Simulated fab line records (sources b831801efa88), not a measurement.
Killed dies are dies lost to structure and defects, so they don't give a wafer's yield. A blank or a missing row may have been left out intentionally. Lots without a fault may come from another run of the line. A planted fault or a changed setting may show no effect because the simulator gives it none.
Matching of chambers ; flow gf180mcu ; GF_V4_CVD_00 on hdpcvd-01 has 3 sister chambers
The step deposits SiO2, target thk 600 nm, time 100 s. 16 wafers are shown with their chamber, then 8 later ones without.

== WAFERS PAIRED WITH THEIR CHAMBERS ==
wafer;chamber;sih4FlowSccm (sccm)
L298.1;0;59.84
L298.4;0;59.89
L298.6;1;60.16
L301.2;2;60.07
L301.4;1;59.80
L301.5;0;59.98
L303.2;0;59.90
L303.3;1;59.96
L303.4;0;60.38
L304.1;2;60.14
L304.4;2;59.89
L304.5;0;60.25
L306.1;2;59.94
L306.3;1;60.07
L306.5;0;60.12
L309.3;0;60.17

SIGNATURES (means of the wafers above)
reading;chamber 0;chamber 1;chamber 2;scatter within a chamber
sih4FlowSccm;60.0662;59.9975;60.0100;0.17
Rule: a wafer lies at a distance from a chamber equal to the root of the sum of squares, over the readings, of (its reading less the chamber's mean, divided by the reading's scatter). The wafer belongs to the nearest chamber; if the next one is less than 2 further off, it can't be placed. The scatter: take each reading less its chamber's mean, square it, sum over the shown wafers, divide by the number of wafers less the number of chambers, and take the root.

== WAFERS MISSING THEIR CHAMBER ==
wafer;sih4FlowSccm (sccm)
L309.4;59.88
L309.6;60.03
L313.1;60.07
L313.3;60.28
L313.4;60.06
L318.5;59.99
L319.3;60.13
L319.4;59.91

== CHAMBER TAKEN BY EACH ==
wafer;from the rows above;in truth
L309.4;can't be placed: 1 or 2 or 0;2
L309.6;can't be placed: 2 or 1 or 0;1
L313.1;can't be placed: 0 or 2 or 1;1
L313.3;can't be placed: 0 or 2 or 1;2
L313.4;can't be placed: 0 or 2 or 1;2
L318.5;can't be placed: 1 or 2 or 0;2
L319.3;can't be placed: 0 or 2 or 1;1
L319.4;can't be placed: 1 or 2 or 0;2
Correctly placed: 0 of 8. Not placeable from these rows: 8 (in 8, the candidates include the true chamber). Placed wrongly: 0.
